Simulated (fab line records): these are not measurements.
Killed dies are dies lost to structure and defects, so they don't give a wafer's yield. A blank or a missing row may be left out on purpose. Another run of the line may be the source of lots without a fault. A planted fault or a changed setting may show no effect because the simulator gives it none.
The same fault as seen by 2 desks | flow gf180mcu | each desk has only its own numbers; what lay behind them comes last

THE METROLOGY DESK
What the gauges read, lot by lot, whatever tool the lot ran on: means of the sampled wafers that have a number. The brackets show how far a lot's mean lies from the usual mean; more than 4 standard deviations puts the lot out of limits, marked OUT.
Columns: A = cd nm at GF_TOP_METAL_CD_MEAS_14, usual 440.8 nm
lot  | first seen here | A
L844 | day 28 10:27    | 439.1
L850 | day 30 00:08    | 442.1
L852 | day 30 14:26    | 444.2
L856 | day 31 18:38    | 444.1
L857 | day 32 02:10    | 441.4
L858 | day 32 09:11    | 443.1
L859 | day 32 11:03    | 442.1
L860 | day 32 20:13    | 439.4
L861 | day 33 04:27    | 441.8
L862 | day 33 06:37    | 440.3
L863 | day 33 14:25    | 444.0
L866 | day 34 04:31    | 439.8
L867 | day 34 10:38    | 439.0
Result from this desk: across the 13 lots, nothing is out of limits.

FOR THE TOOL OWNER'S DESK: rie diel-04
The tool's own readings at GF_V4_ETCH_16 (etches BARC in N2/H2): means of the sampled wafers that have a number, for each lot that ran on this tool. The brackets show how far a lot's mean lies from the usual mean; more than 4 standard deviations puts the lot out of limits, marked OUT.
Columns: A = drypump motor current A at GF_V4_ETCH_16, usual 6.0 A; B = oes product au at GF_V4_ETCH_16, usual 0.855 a.u.; C = throttle valve pct at GF_V4_ETCH_16, usual 13.225 %
lot  | first seen here | A   | B     | C
L844 | day 24 17:59    | 5.7 | 0.851 | 13.226
L850 | day 26 13:16    | 5.8 | 0.856 | 13.230
L852 | day 27 03:31    | 5.5 | 0.861 | 13.225
L862 | day 30 06:22    | 5.7 | 0.858 | 13.221
Result from this desk: across the 4 lots, nothing is out of limits.

PUT TOGETHER
Nothing out of limits was seen by the metrology desk.
The desk of the tool owner found nothing out of limits.

WHAT THE SIMULATOR PUT IN
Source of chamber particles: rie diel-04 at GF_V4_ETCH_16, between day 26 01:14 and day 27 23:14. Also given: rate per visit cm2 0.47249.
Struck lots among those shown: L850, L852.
